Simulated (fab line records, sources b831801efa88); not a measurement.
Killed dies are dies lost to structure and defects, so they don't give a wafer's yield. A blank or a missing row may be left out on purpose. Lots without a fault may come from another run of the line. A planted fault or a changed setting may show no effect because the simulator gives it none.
Chamber matching | flow sky130 | SKY_VIA2_CMP_24 on cmp-02: 4 sister chambers
The step polishes, stops on SiO2, t overpolish 20 s, target thk 0 nm. 8 wafers are shown with their chamber, then 7 later ones without.

WAFERS WITH THEIR CHAMBER
wafer  | chamber | motor_current_A (A) | overpolish_run_s (s)
L299.6 | 2       | 10.7                | 20.001
L302.3 | 0       | 11.4                | 19.999
L302.5 | 2       | 10.3                | 20.001
L302.6 | 1       | 11.1                | 19.983
L307.1 | 0       | 10.8                | 19.988
L307.2 | 1       | 10.9                | 19.987
L309.4 | 3       | 12.7                | 19.995
L309.5 | 3       | 12.4                | 20.001

WAFERS WITHOUT THEIR CHAMBER
wafer  | motor_current_A (A) | overpolish_run_s (s)
L309.6 | 10.8                | 19.989
L310.2 | 10.8                | 19.989
L310.5 | 10.4                | 20.007
L310.6 | 10.4                | 20.002
L312.3 | 12.5                | 20.005
L312.4 | 10.0                | 20.001
L312.6 | 10.7                | 20.016

WHICH CHAMBER EACH WENT THROUGH
wafer  | from the rows above          | in truth
L309.6 | can't be placed: 1 or 0 or 2 | 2
L310.2 | can't be placed: 1 or 0 or 2 | 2
L310.5 | 2                            | 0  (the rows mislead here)
L310.6 | 2                            | 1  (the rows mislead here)
L312.3 | 3                            | 3
L312.4 | 2                            | 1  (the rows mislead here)
L312.6 | can't be placed: 2 or 0      | 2
Placed correctly: 1 of 7. Can't be placed from these rows: 3 (the true chamber is among the candidates in 3). Placed wrongly: 3.
How it was worked out, from the rows above alone: a wafer's distance from a chamber is the root of the sum, over the readings, of the square of ((its reading less the chamber's mean) divided by the reading's scatter). The wafer belongs to the nearest chamber; if the next one is less than 2 further off, it can't be placed. A chamber's mean is the mean of its shown wafers. The scatter: the root of (the sum of the squares of (reading less its chamber's mean) over the shown wafers, divided by (wafers less chambers)).
